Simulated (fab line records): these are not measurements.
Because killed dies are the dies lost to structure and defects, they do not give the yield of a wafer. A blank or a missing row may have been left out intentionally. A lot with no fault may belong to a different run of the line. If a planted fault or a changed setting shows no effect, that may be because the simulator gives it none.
fab line records	flow sky130	part 1 of 2: steps 1 to 33 of 43
record: lots: 5	wafers: 15	last_day: 50
route steps=708 shown RES_XHIGH@338 SD_N@342 SD_P@359 SALICIDE@361 LI_CONTACT@362
lots with no fault: from the same line, run without faults
start_h: the number of hours between the record's first day and the start of the first shown wafer of the lot	wait_h: time in hours since the lot's previous step	" same as the row above	L1.1+2: a single row standing in for several wafers	- no value present, or no start provided	* or withheld: withheld	< > ~ a bound
route shown NAME@n: a module of which the file shows steps, and the number in the route of the first	usual: mean/standard deviation of fault-free wafers	same: alike in all rows	chamber/n: place in a boat	sites: each site's reading	_std_site: how widely they spread, as a standard deviation	_edge_site: mean of outer sites minus mean of inner sites	radius_mm: how far each site lies from the wafer's centre	mask NAME#n: copy n	behind: the last tool/chamber to shape the wafer	hold: the reason the lot was held/the length of the hold in hours/how it ended	device: whichever transistor did not switch (one of n, p or np)	end of line: at the end of the route, the tests of the same wafers	where a step has no rows: the recipe by itself	killed: the dies lost at the first sort to structure and to defects; this is not the yield of the wafer	map: the dies of a wafer, with x for killed, . for not killed, _ for no die there
set.NAME: the setting that was run; set.NAME@STEP: the one run at that earlier step	model.NAME: the simulator's own value behind a step, which no gauge read
a table for each step, a row for each wafer; lots at some steps of the route
services: when a tool's chamber went out of use (start_h, in hours from the record's first day, below 0 if earlier), for how many hours, and the reason
== steps ==
step: SKY_RES_XHIGH_DEVELOP_06
recipe: resist: NOVOLAK	developer: TMAH	develop_time_s: 60	dev_temp_c: 23
lot.wafer	tool	chamber	start_h	wait_h
L088.3+4+6	litho_track-03	0	737.15	0.1
L089.2+3+5	litho_track-03	0	743.32	0.1
L090.3+4+6	litho_track-03	0	748.40	0.1
L092.1+3+4	litho_track-04	0	765.12	0.1
L096.1+2+6	litho_track-04	0	798.92	0.1
step: SKY_RES_XHIGH_IMPLANT_07
recipe: species: BF2	energy_kev: 20	dose_cm2: 3.6e+14	tilt_deg: 0
usual: beam_on_s: 39/5.7
lot.wafer	tool	chamber	start_h	wait_h	beam_on_s
L088.3	implanter-01	0	737.30	0.1	43
L088.4	"	0	"	"	45
L088.6	"	0	"	"	45
L089.2	implanter-01	0	743.47	0.1	45
L089.3	"	0	"	"	43
L089.5	"	0	"	"	44
L090.3	implanter-01	0	748.55	0.1	44
L090.4	"	0	"	"	44
L090.6	"	0	"	"	44
L092.1	implanter-04	0	765.27	0.1	31
L092.3	"	0	"	"	31
L092.4	"	0	"	"	30
L096.1	implanter-02	0	799.07	0.1	35
L096.2	"	0	"	"	35
L096.6	"	0	"	"	35
step: SKY_RES_XHIGH_STRIP_08
recipe: chemistry: O2/N2	power_w: 1400	pressure_mtorr: 1500	platen_temp_c: withheld	o2_flow_sccm: 3000	n2_flow_sccm: 300	overash_fraction: 0.5
usual: drypump_motor_current_A: 5.68/0.3	n2_flow_sccm: 300.1/0.9	oes_product_au: 0.711/0.0048	strip_time_to_endpoint_s: 14.26/0.052
lot.wafer	tool	chamber	start_h	wait_h	drypump_motor_current_A	n2_flow_sccm	oes_product_au	rf_hours_counter_h	strip_time_to_endpoint_s
L088.3	plasma_asher-04	1	737.43	0.1	5.78	299.7	0.714	-	14.28
L088.4	"	0	"	"	6.22	299.8	0.721	-	14.23
L088.6	"	1	"	"	5.78	299.4	0.699	-	14.29
L089.2	plasma_asher-01	1	743.60	0.1	5.86	299.6	0.716	34	14.31
L089.3	"	0	"	"	5.60	299.1	0.707	-	14.29
L089.5	"	1	"	"	5.84	299.7	0.708	-	14.22
L090.3	plasma_asher-04	0	748.68	0.1	6.23	300.1	0.709	-	14.20
L090.4	"	1	"	"	5.79	300.4	0.714	-	14.17
L090.6	"	1	"	"	5.78	300.3	0.708	-	14.23
L092.1	plasma_asher-03	1	765.42	0.1	5.69	298.2	0.711	2	14.31
L092.3	"	1	"	"	5.71	300.1	0.708	-	14.31
L092.4	"	0	"	"	5.15	300.6	0.702	-	14.32
L096.1	plasma_asher-03	0	799.22	0.1	5.16	298.9	0.707	6	14.16
L096.2	"	1	"	"	5.70	300.6	0.707	6	14.17
L096.6	"	1	"	"	5.70	300.5	0.706	-	14.17
step: SKY_RES_XHIGH_TW_MEAS_09
usual: RES_XHIGH_TW: 1637/9.9
lot.wafer	tool	chamber	start_h	wait_h	RES_XHIGH_TW
L088.3	film_metro-04	-	737.52	0.1	1627
L088.4	"	-	"	"	1630
L088.6	"	-	"	"	1624
L089.2	film_metro-04	-	743.71	0.1	1626
L089.3	"	-	"	"	1635
L089.5	"	-	"	"	1632
L090.3	film_metro-03	-	748.77	0.1	1613
L090.4	"	-	"	"	1623
L090.6	"	-	"	"	1632
L092.1	film_metro-02	-	765.52	0.1	1615
L092.3	"	-	"	"	1630
L092.4	"	-	"	"	1635
L096.1	film_metro-04	-	799.32	0.1	1619
L096.2	"	-	"	"	1621
L096.6	"	-	"	"	1622
step: SKY_SD_N_DEHYDRATE_00
recipe: temp_c: 200	time_s: 60
lot.wafer	tool	chamber	start_h	wait_h
L088.3+4+6	litho_track-02	0	750.36	12.8
L089.2+3+5	litho_track-02	0	758.38	14.7
L090.3+4+6	litho_track-04	0	762.52	13.7
L092.1+3+4	litho_track-04	0	778.07	12.5
L096.1+2+6	litho_track-01	0	811.58	12.3
step: SKY_SD_N_HMDS_01
recipe: prime_time_s: 60	prime_temp_c: 120
lot.wafer	tool	chamber	start_h	wait_h
L088.3+4+6	litho_track-02	0	750.51	0.1
L089.2+3+5	litho_track-02	0	758.53	0.1
L090.3+4+6	litho_track-04	0	762.67	0.1
L092.1+3+4	litho_track-04	0	778.22	0.1
L096.1+2+6	litho_track-01	0	811.73	0.1
step: SKY_SD_N_COAT_02
recipe: resist: NOVOLAK	spin_rpm: 3000	resist_thk_nm: 1153
lot.wafer	tool	chamber	start_h	wait_h
L088.3+4+6	litho_track-02	0	750.66	0.1
L089.2+3+5	litho_track-02	0	758.68	0.1
L090.3+4+6	litho_track-04	0	762.82	0.1
L092.1+3+4	litho_track-04	0	778.37	0.1
L096.1+2+6	litho_track-01	0	811.88	0.1
step: SKY_SD_N_SOFTBAKE_03
recipe: temp_c: 90	time_s: 60	resist: NOVOLAK
lot.wafer	tool	chamber	start_h	wait_h
L088.3+4+6	litho_track-02	0	750.81	0.1
L089.2+3+5	litho_track-02	0	758.83	0.1
L090.3+4+6	litho_track-04	0	762.97	0.1
L092.1+3+4	litho_track-04	0	778.52	0.1
L096.1+2+6	litho_track-01	0	812.03	0.1
step: SKY_SD_N_EXPOSE_04
recipe: mask_id: NSDM	na: 0.6	source_shape: conventional	sigma_outer: 0.6	polarization: unpolarized	target_cd_nm: 380	dose_mj: 141
same: na: 0.6
lot.wafer	tool	chamber	start_h	wait_h	mask
L088.3+4+6	iline_stepper-01	0	-	-	NSDM#0
L089.2+3+5	iline_stepper-02	0	-	-	NSDM#0
L090.3+4+6	iline_stepper-01	0	-	-	NSDM#0
L092.1+3+4	iline_stepper-02	0	-	-	NSDM#0
L096.1+2+6	iline_stepper-01	0	-	-	NSDM#0
step: SKY_SD_N_PEB_05
recipe: temp_c: withheld	time_s: *	resist: NOVOLAK
lot.wafer	tool	chamber	start_h	wait_h
L088.3+4+6	litho_track-04	0	-	-
L089.2+3+5	litho_track-01	0	-	-
L090.3+4+6	litho_track-02	0	-	-
L092.1+3+4	litho_track-02	0	-	-
L096.1+2+6	litho_track-01	0	-	-
step: SKY_SD_N_DEVELOP_06
recipe: resist: NOVOLAK	developer: TMAH	develop_time_s: 60	dev_temp_c: 23
lot.wafer	tool	chamber	start_h	wait_h
L088.3+4+6	litho_track-04	0	764.22	0.1
L089.2+3+5	litho_track-01	0	770.96	0.1
L090.3+4+6	litho_track-02	0	775.01	0.1
L092.1+3+4	litho_track-02	0	792.36	0.1
L096.1+2+6	litho_track-01	0	824.68	0.1
step: SKY_SD_N_CD_MEAS_07
recipe: target_cd_nm: 380
usual: cd_nm: 380.7/2.7
lot.wafer	tool	chamber	start_h	wait_h	cd_nm
L088.3	cd_sem-01	-	764.36	0.1	381.9
L088.4	"	-	"	"	380.6
L088.6	"	-	"	"	381.1
L089.2	cd_sem-02	-	771.10	0.1	382.6
L089.3	"	-	"	"	380.0
L089.5	"	-	"	"	381.7
L090.3	cd_sem-01	-	775.15	0.1	382.7
L090.4	"	-	"	"	379.2
L090.6	"	-	"	"	379.6
L092.1	cd_sem-02	-	792.51	0.1	384.0
L092.3	"	-	"	"	382.3
L092.4	"	-	"	"	381.3
L096.1	cd_sem-01	-	824.83	0.1	383.6
L096.2	"	-	"	"	382.6
L096.6	"	-	"	"	386.4
step: SKY_SD_N_OVL_MEAS_08
usual: SD_N_OVL: -1.5/1.4
lot.wafer	tool	chamber	start_h	wait_h	SD_N_OVL[nm]
L088.3	overlay-01	-	764.45	0.1	-1.8
L088.4	"	-	"	"	-0.8
L088.6	"	-	"	"	-0.4
L089.2	overlay-02	-	771.21	0.1	-0.4
L089.3	"	-	"	"	0.6
L089.5	"	-	"	"	-0.6
L090.3	overlay-01	-	775.24	0.1	-2.1
L090.4	"	-	"	"	-4.2
L090.6	"	-	"	"	-2.6
L092.1	overlay-01	-	792.63	0.1	-1.4
L092.3	"	-	"	"	-0.8
L092.4	"	-	"	"	0.2
L096.1	overlay-02	-	824.95	0.1	-1.9
L096.2	"	-	"	"	-0.6
L096.6	"	-	"	"	-1.1
step: SKY_SD_N_IMPLANT_09
recipe: species: As	energy_kev: 50	dose_cm2: 4e+15	tilt_deg: 0
usual: beam_on_s: 16.3/1.4
lot.wafer	tool	chamber	start_h	wait_h	beam_on_s
L088.3	implanter-04	0	764.53	0.1	14.4
L088.4	"	0	"	"	14.4
L088.6	"	0	"	"	14.3
L089.2	implanter-04	0	771.26	0.0	14.6
L089.3	"	0	"	"	14.4
L089.5	"	0	"	"	14.8
L090.3	implanter-02	0	775.32	0.1	16.5
L090.4	"	0	"	"	16.3
L090.6	"	0	"	"	16.5
L092.1	implanter-03	0	792.67	0.0	17.6
L092.3	"	0	"	"	17.6
L092.4	"	0	"	"	18.3
L096.1	implanter-04	0	824.99	0.0	15.0
L096.2	"	0	"	"	14.4
L096.6	"	0	"	"	14.7
step: SKY_SD_N_IMPLANT_10
recipe: species: P	energy_kev: 20	dose_cm2: 1e+14	tilt_deg: 0
usual: beam_on_s: 10.2/0.32
lot.wafer	tool	chamber	start_h	wait_h	beam_on_s
L088.3	implanter-04	0	764.68	0.1	9.8
L088.4	"	0	"	"	10.0
L088.6	"	0	"	"	10.1
L089.2	implanter-04	0	771.41	0.1	9.8
L089.3	"	0	"	"	9.9
L089.5	"	0	"	"	9.9
L090.3	implanter-02	0	775.47	0.1	9.6
L090.4	"	0	"	"	10.0
L090.6	"	0	"	"	10.2
L092.1	implanter-03	0	792.82	0.1	10.4
L092.3	"	0	"	"	10.6
L092.4	"	0	"	"	10.5
L096.1	implanter-04	0	825.14	0.1	9.8
L096.2	"	0	"	"	10.3
L096.6	"	0	"	"	10.1
step: SKY_SD_N_STRIP_11
recipe: chemistry: O2/N2	power_w: 1400	pressure_mtorr: 1500	platen_temp_c: withheld	o2_flow_sccm: 3000	n2_flow_sccm: 300	overash_fraction: 0.5
usual: drypump_motor_current_A: 5.58/0.23	n2_flow_sccm: 300.1/0.79	oes_product_au: 0.528/0.0044	strip_time_to_endpoint_s: 22.67/0.035
lot.wafer	tool	chamber	start_h	wait_h	drypump_motor_current_A	n2_flow_sccm	oes_product_au	rf_hours_counter_h	strip_time_to_endpoint_s
L088.3	plasma_asher-03	0	764.81	0.1	5.10	299.9	0.527	-	22.66
L088.4	"	1	"	"	5.69	300.1	0.523	-	22.69
L088.6	"	1	"	"	5.71	298.4	0.529	-	22.70
L089.2	plasma_asher-01	0	771.54	0.1	5.60	299.3	0.527	37	22.66
L089.3	"	0	"	"	5.60	299.5	0.525	-	22.65
L089.5	"	1	"	"	5.81	300.0	0.527	-	22.61
L090.3	plasma_asher-02	0	775.60	0.1	5.62	301.1	0.526	-	22.70
L090.4	"	1	"	"	5.51	299.8	0.519	-	22.70
L090.6	"	1	"	"	5.49	300.7	0.534	-	22.76
L092.1	plasma_asher-03	1	792.97	0.1	5.70	300.7	0.529	5	22.65
L092.3	"	1	"	"	5.71	299.1	0.530	-	22.65
L092.4	"	0	"	"	5.15	299.5	0.526	-	22.72
L096.1	plasma_asher-03	1	825.29	0.1	5.71	299.9	0.531	8	22.69
L096.2	"	0	"	"	5.16	299.9	0.524	8	22.72
L096.6	"	0	"	"	5.16	300.1	0.530	-	22.66
step: SKY_SD_N_TW_MEAS_12
usual: SD_N_TW: 3968/23
lot.wafer	tool	chamber	start_h	wait_h	SD_N_TW
L088.3	film_metro-04	-	764.90	0.1	3969
L088.4	"	-	"	"	3961
L088.6	"	-	"	"	3941
L089.2	film_metro-03	-	771.65	0.1	3970
L089.3	"	-	"	"	3978
L089.5	"	-	"	"	3973
L090.3	film_metro-03	-	775.69	0.1	3981
L090.4	"	-	"	"	3947
L090.6	"	-	"	"	3969
L092.1	film_metro-03	-	793.07	0.1	4019
L092.3	"	-	"	"	3999
L092.4	"	-	"	"	4007
L096.1	film_metro-02	-	825.39	0.1	3966
L096.2	"	-	"	"	3973
L096.6	"	-	"	"	3968
step: SKY_SD_N_CLEAN_13
recipe: chemistry: SC1/SC2	mix: 1:4:20	temp_c: 70	time_s: 150	dry: n2_spin
lot.wafer	tool	chamber	start_h	wait_h
L088.3+4+6	wet_bench-02	3	764.94	0.0
L089.2+3+5	wet_bench-04	1	771.70	0.0
L090.3+4+6	wet_bench-02	1	775.73	0.0
L092.1+3+4	wet_bench-02	2	793.13	0.1
L096.1+2+6	wet_bench-02	3	825.45	0.1
step: SKY_SD_N_RTA_14
recipe: temp_c: 1075	time_s: 2	idle_temp_c: 650	ramp_up_c_per_s: 150	ramp_down_c_per_s: 90	ambient: N2
usual: lamp_power_pct: 15.74/0.053	wafer_temp_C_max: 1077.9/1.3
lot.wafer	tool	chamber	start_h	wait_h	lamp_power_pct	wafer_temp_C_max
L088.3	rtp_anneal-02	0	765.00	0.0	15.75	1077.1
L088.4	"	0	"	"	15.71	1077.9
L088.6	"	0	"	"	15.72	1077.6
L089.2	rtp_anneal-01	0	771.76	0.0	15.80	1078.7
L089.3	"	0	"	"	15.71	1077.3
L089.5	"	0	"	"	15.74	1076.9
L090.3	rtp_anneal-02	0	775.79	0.0	15.74	1076.2
L090.4	"	0	"	"	15.71	1077.2
L090.6	"	0	"	"	15.81	1078.5
L092.1	rtp_anneal-01	0	793.18	0.0	15.73	1078.8
L092.3	"	0	"	"	15.78	1078.6
L092.4	"	0	"	"	15.68	1079.6
L096.1	rtp_anneal-01	0	825.50	0.0	15.80	1075.8
L096.2	"	0	"	"	15.73	1076.1
L096.6	"	0	"	"	15.73	1078.5
step: SKY_SD_N_RS_MEAS_16
recipe: thk_meas_gauge: four-point-probe
usual: SD_N_RS: 68.61/0.11
lot.wafer	tool	chamber	start_h	wait_h	SD_N_RS[ohm/sq]
L088.3	film_metro-03	-	765.20	0.1	68.56
L088.4	"	-	"	"	68.38
L088.6	"	-	"	"	68.49
L089.2	film_metro-02	-	771.94	0.1	68.64
L089.3	"	-	"	"	68.55
L089.5	"	-	"	"	68.63
L090.3	film_metro-02	-	775.99	0.1	68.62
L090.4	"	-	"	"	68.70
L090.6	"	-	"	"	68.60
L092.1	film_metro-03	-	793.35	0.1	68.53
L092.3	"	-	"	"	68.47
L092.4	"	-	"	"	68.42
L096.1	film_metro-04	-	825.67	0.1	68.72
L096.2	"	-	"	"	68.68
L096.6	"	-	"	"	68.76
step: SKY_SD_N_RS_MEAS_17
recipe: thk_meas_gauge: four-point-probe
usual: SD_P_RS: 147.2/0.31
lot.wafer	tool	chamber	start_h	wait_h	SD_P_RS[ohm/sq]
L088.3	film_metro-03	-	765.32	0.1	146.9
L088.4	"	-	"	"	146.6
L088.6	"	-	"	"	146.9
L089.2	film_metro-02	-	772.06	0.1	147.3
L089.3	"	-	"	"	146.8
L089.5	"	-	"	"	147.5
L090.3	film_metro-02	-	776.11	0.1	147.3
L090.4	"	-	"	"	147.6
L090.6	"	-	"	"	147.0
L092.1	film_metro-03	-	793.47	0.1	146.6
L092.3	"	-	"	"	147.0
L092.4	"	-	"	"	146.9
L096.1	film_metro-04	-	825.79	0.1	147.7
L096.2	"	-	"	"	147.5
L096.6	"	-	"	"	147.4
step: SKY_SD_N_RS_MEAS_18
recipe: thk_meas_gauge: four-point-probe
usual: RES_XHIGH_RS: 333.3/1.2
lot.wafer	tool	chamber	start_h	wait_h	RES_XHIGH_RS[ohm/sq]
L088.3	film_metro-03	-	765.44	0.1	331.9
L088.4	"	-	"	"	333.0
L088.6	"	-	"	"	332.3
L089.2	film_metro-02	-	772.18	0.1	332.7
L089.3	"	-	"	"	332.3
L089.5	"	-	"	"	334.6
L090.3	film_metro-02	-	776.23	0.1	332.8
L090.4	"	-	"	"	333.4
L090.6	"	-	"	"	332.8
L092.1	film_metro-03	-	793.59	0.1	334.3
L092.3	"	-	"	"	334.8
L092.4	"	-	"	"	334.3
L096.1	film_metro-04	-	825.91	0.1	335.1
L096.2	"	-	"	"	335.5
L096.6	"	-	"	"	335.0
step: SKY_SALICIDE_CLEAN_00
recipe: chemistry: HF-last	time_s: 30	dilution: 100:1	dry: ipa_marangoni
lot.wafer	tool	chamber	start_h	wait_h
L088.3+4+6	wet_bench-02	3	765.52	0.1
L089.2+3+5	wet_bench-01	3	772.28	0.1
L090.3+4+6	wet_bench-01	2	776.31	0.1
L092.1+3+4	wet_bench-02	1	793.71	0.1
L096.1+2+6	wet_bench-02	1	826.03	0.1
step: SKY_LI_CONTACT_HDPCVD_00
recipe: material: PSG	target_thk_nm: 930	sigma_open_frac: 0.3	time_s: 155	temp_c: 600	sih4_flow_sccm: 60	pressure_mtorr: 6
lot.wafer	tool	chamber	start_h	wait_h
L088.3+4+6	hdpcvd-01	1,0,2	765.54	0.0
L089.2+3+5	hdpcvd-01	2,0,2	772.30	0.0
L090.3+4+6	hdpcvd-01	2,1,0	776.33	0.0
L092.1+3+4	hdpcvd-01	0,2,1	793.73	0.0
L096.1+2+6	hdpcvd-01	2,1,2	826.05	0.0
step: SKY_LI_CONTACT_THK_MEAS_01
recipe: reads: PSG_of_LI_CONTACT_HDPCVD_00
usual: LI_CONTACT_HDPCVD_THK: 929/11
lot.wafer	tool	chamber	start_h	wait_h	LI_CONTACT_HDPCVD_THK[nm]
L088.3	film_metro-03	-	765.66	0.1	934
L088.4	"	-	"	"	937
L088.6	"	-	"	"	919
L089.2	film_metro-03	-	772.46	0.1	915
L089.3	"	-	"	"	924
L089.5	"	-	"	"	918
L090.3	film_metro-03	-	776.45	0.1	929
L090.4	"	-	"	"	935
L090.6	"	-	"	"	934
L092.1	film_metro-02	-	793.83	0.1	929
L092.3	"	-	"	"	921
L092.4	"	-	"	"	950
L096.1	film_metro-03	-	826.15	0.1	918
L096.2	"	-	"	"	914
L096.6	"	-	"	"	910
step: SKY_LI_CONTACT_CMP_02
recipe: material: PSG	down_force_psi: 4	platen_rpm: 60	pad_velocity_m_s: 0.94248
usual: motor_current_A: 12.6/0.71	time_to_endpoint_s: 33/3
lot.wafer	tool	chamber	start_h	wait_h	motor_current_A	time_to_endpoint_s
L088.4	cmp-02	3	765.70	0.0	14.0	30
L088.3	"	1	"	"	12.6	32
L088.6	"	3	"	"	12.9	30
L089.3	cmp-01	2	772.56	0.1	13.6	33
L089.2	"	0	"	"	12.5	34
L089.5	"	2	"	"	13.2	35
L090.3	cmp-01	1	776.54	0.1	12.4	38
L090.4	"	3	"	"	13.7	33
L090.6	"	1	"	"	12.6	42
L092.1	cmp-02	2	793.89	0.1	12.2	32
L092.3	"	0	"	"	11.9	31
L092.4	"	1	"	"	12.1	39
L096.2	cmp-02	1	826.21	0.0	12.3	29
L096.1	"	2	"	"	12.3	31
L096.6	"	1	"	"	12.5	31
step: SKY_LI_CONTACT_BOW_MEAS_03
recipe: mode: bow
usual: LI_CONTACT_BOW: 55/7.5
lot.wafer	tool	chamber	start_h	wait_h	LI_CONTACT_BOW[um]
L088.3	film_metro-03	-	766.04	0.2	66
L088.4	"	-	"	"	60
L088.6	"	-	"	"	53
L089.2	film_metro-02	-	772.83	0.1	48
L089.3	"	-	"	"	52
L089.5	"	-	"	"	40
L090.3	film_metro-04	-	776.83	0.2	41
L090.4	"	-	"	"	49
L090.6	"	-	"	"	45
L092.1	film_metro-04	-	794.19	0.2	66
L092.3	"	-	"	"	56
L092.4	"	-	"	"	49
L096.1	film_metro-03	-	826.51	0.2	51
L096.2	"	-	"	"	53
L096.6	"	-	"	"	57
step: SKY_LI_CONTACT_DEHYDRATE_04
recipe: temp_c: 200	time_s: 60
lot.wafer	tool	chamber	start_h	wait_h
L088.3+4+6	litho_track-02	0	778.81	12.8
L089.2+3+5	litho_track-01	0	787.71	14.9
L090.3+4+6	litho_track-01	0	790.73	13.9
L092.1+3+4	litho_track-03	0	806.15	11.9
L096.1+2+6	litho_track-01	0	839.13	12.6
step: SKY_LI_CONTACT_HMDS_05
recipe: prime_time_s: 60	prime_temp_c: 120
lot.wafer	tool	chamber	start_h	wait_h
L088.3+4+6	litho_track-02	0	778.96	0.1
L089.2+3+5	litho_track-01	0	787.86	0.1
L090.3+4+6	litho_track-01	0	790.88	0.1
L092.1+3+4	litho_track-03	0	806.30	0.1
L096.1+2+6	litho_track-01	0	839.28	0.1
step: SKY_LI_CONTACT_COAT_06
recipe: resist: BARC	temp_c: withheld	time_s: withheld	spin_rpm: 3000	resist_thk_nm: 60
lot.wafer	tool	chamber	start_h	wait_h
L088.3+4+6	litho_track-02	0	779.11	0.1
L089.2+3+5	litho_track-01	0	788.01	0.1
L090.3+4+6	litho_track-01	0	791.03	0.1
L092.1+3+4	litho_track-03	0	806.45	0.1
L096.1+2+6	litho_track-01	0	839.43	0.1
step: SKY_LI_CONTACT_COAT_07
recipe: resist: KrF-thick	spin_rpm: 3000	resist_thk_nm: 450
lot.wafer	tool	chamber	start_h	wait_h
L088.3+4+6	litho_track-02	0	-	-
L089.2+3+5	litho_track-01	0	-	-
L090.3+4+6	litho_track-01	0	-	-
L092.1+3+4	litho_track-03	0	-	-
L096.1+2+6	litho_track-01	0	-	-
step: SKY_LI_CONTACT_SOFTBAKE_08
recipe: temp_c: 100	time_s: 90	resist: KrF-thick
lot.wafer	tool	chamber	start_h	wait_h
L088.3+4+6	litho_track-02	0	-	-
L089.2+3+5	litho_track-01	0	-	-
L090.3+4+6	litho_track-01	0	-	-
L092.1+3+4	litho_track-03	0	-	-
L096.1+2+6	litho_track-01	0	-	-
step: SKY_LI_CONTACT_EXPOSE_09
recipe: mask_id: LICM1	na: 0.8	source_shape: annular	sigma_inner: 0.55	sigma_outer: 0.85	target_cd_nm: 170	dose_mj: 38
same: na: 0.8
lot.wafer	tool	chamber	start_h	wait_h	mask
L088.3+4+6	krf_scanner-01	0	-	-	LICM1#0
L089.2+3+5	krf_scanner-01	0	-	-	LICM1#0
L090.3+4+6	krf_scanner-02	0	-	-	LICM1#0
L092.1+3+4	krf_scanner-01	0	-	-	LICM1#0
L096.1+2+6	krf_scanner-02	0	-	-	LICM1#0
